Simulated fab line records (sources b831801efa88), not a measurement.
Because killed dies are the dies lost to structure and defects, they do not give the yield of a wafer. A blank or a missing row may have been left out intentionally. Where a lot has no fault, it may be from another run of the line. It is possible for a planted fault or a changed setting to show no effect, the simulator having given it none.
fab line records -- flow sky130
record lots=12, wafers=36, lastDay=50
route steps=708 shown LOCAL_INTERCONNECT@401 METAL4@600 CAP2M@617 METAL5@666 PAD_OPEN@708
lots untouched by any fault: they come from a run of this same line in which no faults occurred
startH: the number of hours between the record's first day and the start of the first shown wafer of the lot -- waitH: hours elapsed since this lot's preceding step -- " same as the row above -- L1.1+2: a row that stands for several wafers -- - no value, or no start given -- * or withheld: withheld -- < > ~ a bound
route shown NAME@n: a module of which the file shows steps, and the number in the route of the first -- usual: mean/standard deviation of fault-free wafers -- same: alike in all rows -- chamber/n: place in a boat -- sites: per-site readings -- _std_site: standard deviation of those values -- _edge_site: the outer-site mean with the inner-site mean subtracted -- radiusMm: how far each site lies from the wafer's centre -- mask NAME#n: copy n -- behind: the most recent tool/chamber to have shaped the wafer -- hold: the reason the lot was held/the length of the hold in hours/how it ended -- device: the transistor (n, p or np) that didn't switch -- end of line: the same wafers' tests at the end of the route -- for a step that has no rows: nothing shown but its recipe -- killed: dies lost to structure and defects at the first sort, not the wafer's yield -- map: shows each die of a wafer: x if killed, . if not, _ if none is there
set.NAME: the setting that was run; set.NAME@STEP: the one run at that earlier step -- model.NAME: the simulator's own value behind a step, which no gauge read
the route's steps for a sample of lots (tables are steps, rows are wafers)
services: a tool's chamber out of use, with start hour (startH, from the record's first day; less than 0 if before it), hours out, and reason
## steps
# step SKY_LOCAL_INTERCONNECT_METAL_ETCH_14
# recipe targetDepthNm=110, stopOn=PSG, chemistry=Cl2/BCl3, target=TiN, resistSidewallDeg=88, pressureMtorr=10, icpW=900, biasW=48.5, Cl2_flow_sccm=60, bcl3FlowSccm=30, timeS=31.4
# usual drypumpMotorCurrentA=5.5/0.36, mfcCl2Sccm=60.01/0.17, oesProductAu=0.941/0.0069, throttleValvePct=21.903/0.0098
lot.wafer,tool,chamber,startH,waitH,drypumpMotorCurrentA,mfcCl2Sccm,oesProductAu,rfHoursCounterH,throttleValvePct
L919.1,rieMetal-01,1,708.17,0.0,6.0,59.58,0.934,4,21.895
L919.3,rieMetal-01,1,708.17,0.0,6.0,59.73,0.937,-,21.917
L919.5,rieMetal-01,1,708.17,0.0,6.0,59.55,0.927,-,21.921
L920.2,rieMetal-03,1,711.02,0.0,5.3,60.08,0.947,13,21.902
L920.3,rieMetal-03,1,711.02,0.0,5.3,60.11,0.937,-,21.910
L920.5,rieMetal-03,1,711.02,0.0,5.3,59.93,0.955,-,21.900
L922.1,rieMetal-03,1,730.30,0.1,5.2,59.73,0.948,13,21.903
L922.5,rieMetal-03,1,730.30,0.1,5.2,60.08,0.947,-,21.898
L922.6,rieMetal-03,1,730.30,0.1,5.2,60.01,0.944,-,21.901
L924.3,rieMetal-03,1,742.11,0.1,5.3,60.06,0.941,-,21.902
L924.4,rieMetal-03,1,742.11,0.1,5.3,60.31,0.931,-,21.899
L924.6,rieMetal-03,1,742.11,0.1,5.3,60.19,0.940,-,21.902
L933.4,rieMetal-03,1,812.08,0.0,5.3,59.97,0.937,-,21.906
L933.5,rieMetal-03,0,812.08,0.0,5.5,60.35,0.942,-,21.908
L933.6,rieMetal-03,1,812.08,0.0,5.2,60.10,0.933,-,21.909
L932.1,rieMetal-02,1,818.57,0.0,5.0,60.26,0.935,14,21.898
L932.3,rieMetal-02,1,818.57,0.0,5.1,60.04,0.923,-,21.912
L932.5,rieMetal-02,0,818.57,0.0,6.0,60.03,0.933,-,21.907
L934.2,rieMetal-02,0,826.61,0.0,6.0,59.40,0.937,3,21.920
L934.4,rieMetal-02,1,826.61,0.0,5.0,59.83,0.946,-,21.895
L934.5,rieMetal-02,0,826.61,0.0,6.0,59.88,0.941,-,21.886
L935.1,rieMetal-01,1,826.89,0.0,5.9,60.16,0.941,8,21.908
L935.2,rieMetal-01,0,826.89,0.0,5.7,59.92,0.941,6,21.902
L935.5,rieMetal-01,1,826.89,0.0,6.0,60.02,0.950,-,21.905
L937.1,rieMetal-01,0,841.71,0.0,5.7,60.09,0.940,7,21.898
L937.3,rieMetal-01,1,841.71,0.0,5.9,60.08,0.943,-,21.890
L937.6,rieMetal-01,0,841.71,0.0,5.7,60.03,0.938,-,21.893
L938.2,rieMetal-02,0,845.76,0.0,6.0,59.84,0.938,4,21.893
L938.5,rieMetal-02,0,845.76,0.0,6.0,60.06,0.951,-,21.891
L938.6,rieMetal-02,1,845.76,0.0,5.1,60.26,0.954,-,21.920
L940.1,rieMetal-03,0,862.83,0.1,5.5,59.99,0.940,1,21.915
L940.4,rieMetal-03,0,862.83,0.1,5.5,59.81,0.926,-,21.894
L940.6,rieMetal-03,0,862.83,0.1,5.5,59.98,0.940,-,21.898
L942.1,rieMetal-03,0,875.00,0.1,5.5,60.02,0.943,1,21.895
L942.2,rieMetal-03,0,875.00,0.1,5.5,59.97,0.944,-,21.904
L942.3,rieMetal-03,0,875.00,0.1,5.5,59.82,0.940,-,21.892
# step SKY_METAL4_SPUTTER_02
# recipe material=AlCu, targetThkNm=735, powerW=10600, timeS=39.1, chamberPressurePa=0.4065
# usual throttleValvePct=30.1/0.82
lot.wafer,tool,chamber,startH,waitH,throttleValvePct
L919.1,pvdSputter-03,-,932.54,0.0,30.7
L919.3,pvdSputter-03,-,932.54,0.0,29.5
L919.5,pvdSputter-03,-,932.54,0.0,30.2
L920.2,pvdSputter-04,-,935.24,0.0,29.2
L920.3,pvdSputter-04,-,935.24,0.0,30.3
L920.5,pvdSputter-04,-,935.24,0.0,28.6
L922.1,pvdSputter-03,-,954.05,0.0,30.6
L922.5,pvdSputter-03,-,954.05,0.0,29.9
L922.6,pvdSputter-03,-,954.05,0.0,30.4
L924.3,pvdSputter-01,-,961.64,0.0,29.3
L924.4,pvdSputter-01,-,961.64,0.0,30.6
L924.6,pvdSputter-01,-,961.64,0.0,29.8
L933.4,pvdSputter-01,-,1027.51,0.0,29.6
L933.5,pvdSputter-01,-,1027.51,0.0,29.6
L933.6,pvdSputter-01,-,1027.51,0.0,29.2
L932.1,pvdSputter-03,-,1030.85,0.0,29.3
L932.3,pvdSputter-03,-,1030.85,0.0,30.6
L932.5,pvdSputter-03,-,1030.85,0.0,29.8
L934.2,pvdSputter-04,-,1036.61,0.0,29.4
L934.4,pvdSputter-04,-,1036.61,0.0,28.5
L934.5,pvdSputter-04,-,1036.61,0.0,31.7
L935.1,pvdSputter-03,-,1041.06,0.0,30.4
L935.2,pvdSputter-03,-,1041.06,0.0,30.3
L935.5,pvdSputter-03,-,1041.06,0.0,29.7
L937.1,pvdSputter-03,-,1053.29,0.0,30.7
L937.3,pvdSputter-03,-,1053.29,0.0,30.3
L937.6,pvdSputter-03,-,1053.29,0.0,30.4
L938.2,pvdSputter-03,-,1054.76,0.0,30.2
L938.5,pvdSputter-03,-,1054.76,0.0,30.4
L938.6,pvdSputter-03,-,1054.76,0.0,30.3
L940.1,pvdSputter-04,-,1071.26,0.0,31.7
L940.4,pvdSputter-04,-,1071.26,0.0,31.4
L940.6,pvdSputter-04,-,1071.26,0.0,28.7
L942.1,pvdSputter-01,-,1079.34,0.0,29.4
L942.2,pvdSputter-01,-,1079.34,0.0,29.5
L942.3,pvdSputter-01,-,1079.34,0.0,31.3
# step SKY_CAP2M_STRIP_14
# recipe chemistry=O2/N2, powerW=1400, pressureMtorr=1500, platenTempC=withheld, o2FlowSccm=2903, n2FlowSccm=300, overashFraction=0.5
# usual drypumpMotorCurrentA=5.5/0.39, oesProductAu=0.709/0.0042, stripTimeToEndpointS=12.68/0.037
lot.wafer,tool,chamber,startH,waitH,drypumpMotorCurrentA,oesProductAu,rfHoursCounterH,stripTimeToEndpointS
L919.1,plasmaAsher-03,1,956.36,0.1,5.5,0.703,51,12.70
L919.3,plasmaAsher-03,0,956.36,0.1,6.0,0.710,-,12.66
L919.5,plasmaAsher-03,1,956.36,0.1,5.6,0.704,-,12.72
L920.2,plasmaAsher-03,1,959.46,0.1,5.6,0.707,51,12.64
L920.3,plasmaAsher-03,1,959.46,0.1,5.6,0.706,-,12.68
L920.5,plasmaAsher-03,1,959.46,0.1,5.5,0.702,-,12.59
L922.1,plasmaAsher-04,0,978.16,0.1,5.6,0.712,113,12.59
L922.5,plasmaAsher-04,0,978.16,0.1,5.6,0.714,-,12.59
L922.6,plasmaAsher-04,1,978.16,0.1,5.1,0.712,-,12.57
L924.3,plasmaAsher-02,1,986.35,0.1,4.7,0.708,-,12.68
L924.4,plasmaAsher-02,0,986.35,0.1,5.8,0.715,-,12.71
L924.6,plasmaAsher-02,1,986.35,0.1,4.7,0.706,-,12.72
L933.4,plasmaAsher-03,0,1050.34,0.1,6.0,0.707,-,12.71
L933.5,plasmaAsher-03,0,1050.34,0.1,6.0,0.703,-,12.69
L933.6,plasmaAsher-03,1,1050.34,0.1,5.5,0.710,-,12.77
L932.1,plasmaAsher-03,0,1053.09,0.1,6.0,0.705,60,12.65
L932.3,plasmaAsher-03,1,1053.09,0.1,5.5,0.708,-,12.69
L932.5,plasmaAsher-03,0,1053.09,0.1,6.0,0.706,-,12.70
L934.2,plasmaAsher-03,1,1059.01,0.1,5.5,0.707,61,12.64
L934.4,plasmaAsher-03,1,1059.01,0.1,5.5,0.712,-,12.65
L934.5,plasmaAsher-03,0,1059.01,0.1,6.0,0.707,-,12.66
L935.1,plasmaAsher-03,0,1062.41,0.1,6.0,0.710,61,12.69
L935.2,plasmaAsher-03,1,1062.41,0.1,5.5,0.702,61,12.65
L935.5,plasmaAsher-03,0,1062.41,0.1,6.0,0.711,-,12.69
L937.1,plasmaAsher-03,0,1075.46,0.1,6.0,0.708,63,12.71
L937.3,plasmaAsher-03,1,1075.46,0.1,5.5,0.706,-,12.68
L937.6,plasmaAsher-03,0,1075.46,0.1,5.9,0.713,-,12.68
L938.2,plasmaAsher-02,0,1076.47,0.1,5.9,0.708,32,12.70
L938.5,plasmaAsher-02,0,1076.47,0.1,5.9,0.709,-,12.67
L938.6,plasmaAsher-02,1,1076.47,0.1,4.7,0.716,-,12.68
L940.1,plasmaAsher-04,0,1092.61,0.1,5.6,0.708,3,12.70
L940.4,plasmaAsher-04,0,1092.61,0.1,5.7,0.707,-,12.68
L940.6,plasmaAsher-04,1,1092.61,0.1,5.1,0.700,-,12.68
L942.1,plasmaAsher-02,0,1099.68,0.1,5.8,0.709,34,12.74
L942.2,plasmaAsher-02,1,1099.68,0.1,4.7,0.711,34,12.78
L942.3,plasmaAsher-02,1,1099.68,0.1,4.7,0.708,-,12.75
# step SKY_METAL5_RS_MEAS_05
# recipe thkMeasGauge=four-point-probe, reads=TiN_of_METAL5_SPUTTER_04+Ti_of_METAL5_SPUTTER_03+AlCu_of_METAL5_SPUTTER_02+TiN_of_METAL5_SPUTTER_01+Ti_of_METAL5_SPUTTER_00
# usual METAL5_ALCU_RS=0.02708/0.00023
lot.wafer,tool,chamber,startH,waitH,METAL5_ALCU_RS[ohm/sq]
L919.1,filmMetro-03,-,1008.06,0.0,0.02705
L919.3,filmMetro-03,-,1008.06,0.0,0.02712
L919.5,filmMetro-03,-,1008.06,0.0,0.02709
L920.2,filmMetro-03,-,1010.25,0.0,0.02677
L920.3,filmMetro-03,-,1010.25,0.0,0.0272
L920.5,filmMetro-03,-,1010.25,0.0,0.02687
L922.1,filmMetro-04,-,1029.26,0.0,0.02717
L922.5,filmMetro-04,-,1029.26,0.0,0.02694
L922.6,filmMetro-04,-,1029.26,0.0,0.02713
L924.3,filmMetro-03,-,1037.06,0.1,0.02717
L924.4,filmMetro-03,-,1037.06,0.1,0.02717
L924.6,filmMetro-03,-,1037.06,0.1,0.02688
L933.4,filmMetro-04,-,1096.04,0.1,0.02738
L933.5,filmMetro-04,-,1096.04,0.1,0.02753
L933.6,filmMetro-04,-,1096.04,0.1,0.02748
L932.1,filmMetro-02,-,1100.04,0.0,0.027
L932.3,filmMetro-02,-,1100.04,0.0,0.02703
L932.5,filmMetro-02,-,1100.04,0.0,0.02687
L934.2,filmMetro-03,-,1105.03,0.0,0.02685
L934.4,filmMetro-03,-,1105.03,0.0,0.02723
L934.5,filmMetro-03,-,1105.03,0.0,0.02721
L935.1,filmMetro-02,-,1107.76,0.0,0.02754
L935.2,filmMetro-02,-,1107.76,0.0,0.0273
L935.5,filmMetro-02,-,1107.76,0.0,0.02728
L937.1,filmMetro-03,-,1119.30,0.0,0.02736
L937.3,filmMetro-03,-,1119.30,0.0,0.02721
L937.6,filmMetro-03,-,1119.30,0.0,0.02738
L938.2,filmMetro-03,-,1120.89,0.0,0.02699
L938.5,filmMetro-03,-,1120.89,0.0,0.02698
L938.6,filmMetro-03,-,1120.89,0.0,0.02685
L940.1,filmMetro-04,-,1136.22,0.0,0.02691
L940.4,filmMetro-04,-,1136.22,0.0,0.02717
L940.6,filmMetro-04,-,1136.22,0.0,0.02717
L942.1,filmMetro-04,-,1143.51,0.0,0.02689
L942.2,filmMetro-04,-,1143.51,0.0,0.02654
L942.3,filmMetro-04,-,1143.51,0.0,0.02682
# step SKY_PAD_OPEN_PROBE_99
# usual killed_at_M0_to_M3=44/7.1, killed_at_M4_up=3.1/1.9, killedAtContacts=25/5.8, killedAtFrontEnd=16/4.5, killedAtOther=0.3/0.52, killedDies=88/9.1, killedOnRim=17/4, killedOpen=48/6.8, killedShort=39/5.8
# same grossDies=492, killedAtBackSide=0
lot.wafer,tool,chamber,startH,waitH,killed_at_M0_to_M3,killed_at_M4_up,killedAtContacts,killedAtFrontEnd,killedAtOther,killedDies,killedOnRim,killedOpen,killedShort
L920.2,prober-02,-,1080.11,0.1,40,3,31,23,0,97,19,60,36
L920.3,prober-02,-,1080.16,0.2,44,6,20,13,1,84,9,51,33
L920.5,prober-02,-,1080.26,0.2,44,3,21,19,0,87,15,45,42
L922.1,prober-02,-,1097.47,0.1,50,2,44,16,1,113,28,49,39
L922.5,prober-02,-,1097.67,0.2,44,9,53,16,0,122,25,49,49
L922.6,prober-02,-,1097.72,0.2,37,2,45,28,0,112,26,43,43
L924.3,prober-02,-,1104.96,0.2,55,2,47,16,0,120,33,58,41
L924.4,prober-02,-,1105.01,0.2,42,2,49,18,0,111,25,46,38
L924.6,prober-02,-,1105.11,0.2,38,2,55,21,0,116,28,45,45
L933.4,prober-02,-,1157.81,0.2,37,2,36,12,1,88,19,48,39
L933.5,prober-02,-,1157.86,0.2,39,3,22,12,0,76,8,43,33
L933.6,prober-02,-,1157.91,0.2,51,2,17,20,0,90,17,43,47
L932.1,prober-01,-,1161.12,0.1,45,4,23,8,0,80,12,44,36
L932.3,prober-01,-,1161.22,0.2,49,7,20,16,0,92,22,50,41
L932.5,prober-01,-,1161.32,0.2,47,3,26,14,0,90,21,48,42
L937.1,prober-01,-,1176.57,0.1,40,3,25,18,0,86,10,45,41
L937.3,prober-01,-,1176.67,0.2,39,4,26,17,0,86,20,40,46
L937.6,prober-01,-,1176.82,0.2,35,2,23,14,0,74,16,49,25
L940.1,prober-02,-,1191.61,0.1,50,2,26,19,0,97,20,57,40
L940.4,prober-02,-,1191.76,0.2,50,10,23,14,0,97,15,54,42
L940.6,prober-02,-,1191.86,0.2,45,1,38,12,0,96,21,58,38
L942.1,prober-02,-,1196.97,0.1,49,4,20,18,0,91,20,46,44
L942.2,prober-02,-,1197.02,0.1,44,4,31,8,0,87,11,45,41
L942.3,prober-02,-,1197.07,0.2,40,2,23,9,3,77,19,47,28
# killed by level:class
L920.2 CONTACT:geometricParticle:open=16 VIA1:geometricParticle:open=11 VIA3:geometricParticle:open=8 LI_CONTACT:geometricParticle:open=7 FIELD_ISO:geometricParticle:open=6 FIELD_ISO:geometricParticle:short=6 LOCAL_INTERCONNECT:geometricParticle:short=6 METAL1:geometricParticle:short=5
L920.3 VIA1:geometricParticle:open=14 VIA3:geometricParticle:open=9 CONTACT:geometricParticle:open=8 METAL1:geometricParticle:short=6 LI_CONTACT:geometricParticle:open=5 METAL4:geometricParticle:short=5 FIELD_ISO:geometricParticle:open=4 METAL2:geometricParticle:short=4
L920.5 VIA3:geometricParticle:open=12 VIA1:geometricParticle:open=8 POLY_GATE:geometricParticle:short=7 CONTACT:geometricParticle:open=6 METAL2:geometricParticle:short=6 FIELD_ISO:geometricParticle:open=4 LI_CONTACT:geometricParticle:short=4 CONTACT:geometricParticle:short=4
L922.1 LOCAL_INTERCONNECT:unspecified=25 VIA1:geometricParticle:open=16 VIA1:geometricParticle:short=7 VIA2:geometricParticle:open=7 VIA3:geometricParticle:open=7 FIELD_ISO:geometricParticle:short=6 CONTACT:geometricParticle:open=6 METAL1:geometricParticle:short=6
L922.5 LOCAL_INTERCONNECT:unspecified=24 CONTACT:geometricParticle:open=9 LI_CONTACT:geometricParticle:open=8 VIA1:geometricParticle:short=7 VIA1:geometricParticle:open=6 LOCAL_INTERCONNECT:geometricParticle:short=6 FIELD_ISO:geometricParticle:short=5 VIA2:geometricParticle:short=5
L922.6 LOCAL_INTERCONNECT:unspecified=25 FIELD_ISO:geometricParticle:short=11 FIELD_ISO:geometricParticle:open=8 METAL1:geometricParticle:short=8 LI_CONTACT:geometricParticle:open=7 VIA2:geometricParticle:open=6 VIA1:geometricParticle:open=6 LI_CONTACT:geometricParticle:short=5
L924.3 VIA1:geometricParticle:open=22 LOCAL_INTERCONNECT:unspecified=21 VIA2:geometricParticle:open=9 LI_CONTACT:geometricParticle:open=6 CONTACT:geometricParticle:open=6 CONTACT:geometricParticle:short=6 VIA1:geometricParticle:short=5 FIELD_ISO:geometricParticle:short=4
L924.4 LOCAL_INTERCONNECT:unspecified=25 CONTACT:geometricParticle:open=8 VIA1:geometricParticle:open=8 LI_CONTACT:geometricParticle:open=7 POLY_GATE:geometricParticle:open=6 METAL2:geometricParticle:short=6 VIA3:geometricParticle:open=5 LOCAL_INTERCONNECT:geometricParticle:short=5
L924.6 LOCAL_INTERCONNECT:unspecified=25 VIA1:geometricParticle:open=11 CONTACT:geometricParticle:short=9 CONTACT:geometricParticle:open=8 LI_CONTACT:geometricParticle:open=6 LI_CONTACT:geometricParticle:short=6 POLY_GATE:geometricParticle:open=5 VIA1:geometricParticle:short=5
L933.4 VIA1:geometricParticle:open=14 CONTACT:geometricParticle:open=13 CONTACT:geometricParticle:short=9 LI_CONTACT:geometricParticle:open=6 LOCAL_INTERCONNECT:geometricParticle:short=5 VIA1:geometricParticle:short=5 FIELD_ISO:geometricParticle:short=4 VIA3:geometricParticle:short=4
L933.5 VIA1:geometricParticle:open=14 CONTACT:geometricParticle:open=7 LI_CONTACT:geometricParticle:open=6 VIA3:geometricParticle:open=6 METAL2:geometricParticle:short=4 CONTACT:geometricParticle:short=4 LOCAL_INTERCONNECT:geometricParticle:short=4 VIA2:geometricParticle:open=4
L933.6 VIA1:geometricParticle:open=13 METAL2:geometricParticle:short=10 POLY_GATE:geometricParticle:short=6 VIA1:geometricParticle:short=6 VIA3:geometricParticle:open=6 CONTACT:geometricParticle:open=5 LOCAL_INTERCONNECT:geometricParticle:short=4 FIELD_ISO:geometricParticle:short=3
L932.1 VIA1:geometricParticle:open=13 LI_CONTACT:geometricParticle:open=7 CONTACT:geometricParticle:open=7 VIA1:geometricParticle:short=7 METAL3:geometricParticle:short=7 VIA3:geometricParticle:open=4 POLY_GATE:geometricParticle:open=3 LI_CONTACT:geometricParticle:short=3
L932.3 VIA1:geometricParticle:open=9 LI_CONTACT:geometricParticle:open=8 VIA3:geometricParticle:open=8 FIELD_ISO:geometricParticle:short=6 CONTACT:geometricParticle:open=6 METAL4:geometricParticle:short=6 METAL2:geometricParticle:short=6 VIA2:geometricParticle:open=6
L932.5 VIA3:geometricParticle:open=12 LI_CONTACT:geometricParticle:open=9 VIA2:geometricParticle:open=8 FIELD_ISO:geometricParticle:short=6 CONTACT:geometricParticle:short=6 VIA1:geometricParticle:open=6 METAL2:geometricParticle:short=6 LOCAL_INTERCONNECT:geometricParticle:short=5
L937.1 CONTACT:geometricParticle:open=10 VIA1:geometricParticle:open=9 POLY_GATE:geometricParticle:short=8 CONTACT:geometricParticle:short=7 VIA3:geometricParticle:open=6 POLY_GATE:geometricParticle:open=5 LI_CONTACT:geometricParticle:open=5 VIA2:geometricParticle:open=5
L937.3 CONTACT:geometricParticle:open=9 VIA1:geometricParticle:open=8 METAL2:geometricParticle:short=8 VIA3:geometricParticle:open=6 POLY_GATE:geometricParticle:short=5 LI_CONTACT:geometricParticle:short=5 CONTACT:geometricParticle:short=5 FIELD_ISO:geometricParticle:open=4
L937.6 VIA1:geometricParticle:open=9 VIA3:geometricParticle:open=9 LI_CONTACT:geometricParticle:open=8 CONTACT:geometricParticle:open=7 CONTACT:geometricParticle:short=6 FIELD_ISO:geometricParticle:open=5 POLY_GATE:geometricParticle:open=3 METAL1:geometricParticle:short=3
L940.1 VIA3:geometricParticle:open=11 CONTACT:geometricParticle:open=10 VIA1:geometricParticle:open=10 METAL1:geometricParticle:short=6 VIA1:geometricParticle:short=6 FIELD_ISO:geometricParticle:open=5 POLY_GATE:geometricParticle:short=5 CONTACT:geometricParticle:short=5
L940.4 VIA2:geometricParticle:open=10 LI_CONTACT:geometricParticle:open=9 VIA1:geometricParticle:open=9 METAL4:geometricParticle:short=8 METAL1:geometricParticle:short=7 METAL2:geometricParticle:short=6 VIA3:geometricParticle:open=6 POLY_GATE:geometricParticle:open=5
L940.6 CONTACT:geometricParticle:open=16 VIA1:geometricParticle:open=15 CONTACT:geometricParticle:short=8 LI_CONTACT:geometricParticle:open=6 METAL1:geometricParticle:short=6 VIA2:geometricParticle:open=5 POLY_GATE:geometricParticle:open=4 LOCAL_INTERCONNECT:geometricParticle:short=4
L942.1 VIA1:geometricParticle:open=11 LI_CONTACT:geometricParticle:open=9 METAL1:geometricParticle:short=9 METAL2:geometricParticle:short=7 FIELD_ISO:geometricParticle:open=6 METAL3:geometricParticle:short=5 CONTACT:geometricParticle:open=4 VIA3:geometricParticle:short=4
L942.2 CONTACT:geometricParticle:open=14 VIA1:geometricParticle:open=13 LOCAL_INTERCONNECT:geometricParticle:short=9 METAL1:geometricParticle:short=7 METAL3:geometricParticle:short=4 VIA3:geometricParticle:open=4 LI_CONTACT:geometricParticle:open=3 VIA2:geometricParticle:open=3
L942.3 VIA2:geometricParticle:open=9 CONTACT:geometricParticle:open=8 VIA1:geometricParticle:open=7 METAL2:geometricParticle:short=6 VIA3:geometricParticle:open=6 LI_CONTACT:geometricParticle:open=4 LOCAL_INTERCONNECT:geometricParticle:open=4 METAL1:geometricParticle:short=4
## services
tool,chamber,startH,hours,kind
rieMetal-02,0,695.15,10.8,repair
rieMetal-03,0,726.52,63.0,repair
plasmaAsher-02,-,733.75,9.0,pm
plasmaAsher-02,-,822.15,2.8,pm
rieMetal-03,-,827.80,14.6,pm
plasmaAsher-03,-,846.38,1.7,repair
rieMetal-03,1,851.76,17.4,repair
rieMetal-01,0,854.35,18.2,repair
rieMetal-03,1,874.67,3.5,repair
pvdSputter-04,-,880.99,3.0,repair
pvdSputter-04,-,909.13,11.2,repair
plasmaAsher-02,-,933.29,1.9,repair
plasmaAsher-03,-,938.94,3.4,repair
rieMetal-02,-,940.56,2.8,pm
plasmaAsher-03,-,965.16,2.2,repair
plasmaAsher-03,-,967.63,5.9,repair
pvdSputter-04,-,968.50,10.7,repair
pvdSputter-04,-,974.16,22.1,repair
rieMetal-03,1,984.37,8.6,repair
plasmaAsher-03,-,1008.80,0.3,repair
pvdSputter-03,-,1043.46,8.3,repair
rieMetal-03,-,1051.94,2.8,pm
pvdSputter-03,-,1057.40,3.3,repair
pvdSputter-03,-,1081.73,0.7,repair
## key
firstSign step=SKY_PAD_OPEN_PROBE_99, reading=killedAtContacts, direction=up, sigmas=4.2, usual=25, struck=49
effect step=SKY_PAD_OPEN_PROBE_99, reading=killedDies, direction=up, sigmas=3.1, usual=88, struck=116
metAt SKY_LOCAL_INTERCONNECT_METAL_ETCH_14
struckLots L922,L924
testerLeftOut L922,L924
notActingAt SKY_METAL4_SPUTTER_02,SKY_CAP2M_STRIP_14,SKY_METAL5_RS_MEAS_05
onsetBetween 711.02 730.30
fault kind=chamberParticleSource, tool=rieMetal-03, chamber=-, onsetH=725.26, steps=SKY_LOCAL_INTERCONNECT_METAL_ETCH_14, ratePerVisitCm2=1.531, endH=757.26
# testerLeftOut: of these lots the tester's yield and bins aren't shown, on N5 and GAA mostly nor the transistor test; their killed dies are dies lost to structure and defects alone, not to doping, threshold or leakage, so they don't give the yield
